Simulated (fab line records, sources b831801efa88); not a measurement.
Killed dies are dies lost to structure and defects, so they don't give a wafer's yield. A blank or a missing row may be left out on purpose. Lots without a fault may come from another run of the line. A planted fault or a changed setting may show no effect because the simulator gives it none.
Tool commonality check | flow sky130 | 14 lots, 42 wafers sampled

WHY IT WAS OPENED
At SKY_FIELD_ISO_CD_MEAS_13 the reading cd_nm is flagged on 2 of 14 lots. Wafers without a fault read 150.1 nm, standard deviation 1.4.
Rule: a lot is flagged when every wafer of it that has a number lies more than 4 standard deviations from that mean, or none has a number. The other lots count as sound.

lot  | measured    | on        | cd_nm (nm), wafer by wafer | flag
L959 | day 2 14:29 | cd_sem-01 | 150.3 149.7 148.5          |
L960 | day 2 19:43 | cd_sem-01 | 150.2 149.8 150.6          |
L962 | day 3 06:33 | cd_sem-02 | 149.7 148.2 148.9          |
L963 | day 3 13:40 | cd_sem-02 | 148.1 149.0 149.9          |
L965 | day 3 22:14 | cd_sem-02 | 150.0 151.0 150.8          |
L966 | day 4 03:31 | cd_sem-01 | 149.2 150.1 149.3          |
L967 | day 4 09:19 | cd_sem-02 | 151.6 151.6 151.3          |
L968 | day 4 16:01 | cd_sem-02 | 149.2 151.5 151.5          |
L969 | day 4 18:52 | cd_sem-02 | 151.3 150.4 149.3          |
L971 | day 5 03:59 | cd_sem-01 | 152.0 152.1 153.5          |
L972 | day 5 12:45 | cd_sem-02 | 141.4 140.6 140.5          | FLAGGED
L977 | day 6 12:47 | cd_sem-02 | 140.9 143.4 141.3          | FLAGGED
L978 | day 6 18:11 | cd_sem-02 | 146.1 145.6 147.3          |
L980 | day 7 06:19 | cd_sem-02 | 147.7 145.6 146.6          |
The numbers of the flagged lots are 141.3 nm on average: -8.8 nm against the usual, or -6 standard deviations.

WHICH TOOL RAN EACH LOT
The record holds 1 process step before the reading, out of a route of 708 steps. In each cell: the tool, then ch and the chambers that the sampled wafers went through, then the start.
lot  | flag    | SKY_FIELD_ISO_EXPOSE_10
L959 |         | krf_scanner-01 ch 0, day 2 07:44
L960 |         | krf_scanner-01 ch 0, day 2 12:02
L962 |         | krf_scanner-01 ch 0, day 2 23:27
L963 |         | krf_scanner-02 ch 0, day 3 05:48
L965 |         | krf_scanner-01 ch 0, day 3 14:26
L966 |         | krf_scanner-02 ch 0, day 3 19:11
L967 |         | krf_scanner-01 ch 0, day 4 00:41
L968 |         | krf_scanner-01 ch 0, day 4 07:40
L969 |         | krf_scanner-02 ch 0, day 4 11:03
L971 |         | krf_scanner-02 ch 0, day 4 19:45
L972 | FLAGGED | krf_scanner-01 ch 0, day 5 04:29
L977 | FLAGGED | krf_scanner-01 ch 0, day 6 03:06
L978 |         | krf_scanner-02 ch 0, day 6 08:28
L980 |         | krf_scanner-02 ch 0, day 6 20:31
What these steps do:
- SKY_FIELD_ISO_EXPOSE_10: exposes mask FOM, target cd 150 nm.
- SKY_FIELD_ISO_CD_MEAS_13: target cd 150 nm.

FLAGGED OVER TOTAL, TOOL BY TOOL (the gauges that took the reading come last)
step                     | tool           | lots run | flagged | share of the flagged lots | sound lots run after its first flagged lot
SKY_FIELD_ISO_EXPOSE_10  | krf_scanner-01 | 8        | 2       | all                       | 0
SKY_FIELD_ISO_EXPOSE_10  | krf_scanner-02 | 6        | 0       | none                      | -
SKY_FIELD_ISO_CD_MEAS_13 | cd_sem-01      | 4        | 0       | none                      | -
SKY_FIELD_ISO_CD_MEAS_13 | cd_sem-02      | 10       | 2       | all                       | 2 (L978,L980)

WHAT THE TABLE ALLOWS
2 rows of the table ran every flagged lot: krf_scanner-01 at SKY_FIELD_ISO_EXPOSE_10, cd_sem-02 at SKY_FIELD_ISO_CD_MEAS_13.
- krf_scanner-01 at SKY_FIELD_ISO_EXPOSE_10: 2 of its 8 lots flagged. Its last sound lot is L968 (day 4 07:40), its first flagged lot L972 (day 5 04:29): a fault that began between those two fits. Its own readings lie more than 4 standard deviations out on every wafer of the flagged lots: exposure_dose_mJ_cm2.
- cd_sem-02 at SKY_FIELD_ISO_CD_MEAS_13: 2 of its 10 lots flagged. Sound lots ran on it after the first flagged one (L978, L980), which a lasting fault on the whole tool wouldn't allow.
One tool is left: krf_scanner-01 at SKY_FIELD_ISO_EXPOSE_10.

WHAT THE SIMULATOR HAD PUT IN
Process parameter drift: krf_scanner-01, from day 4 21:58 on, at SKY_FIELD_ISO_EXPOSE_10. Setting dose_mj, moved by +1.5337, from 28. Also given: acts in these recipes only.
Lots struck among those shown: L972, L977. The rule above found the same.
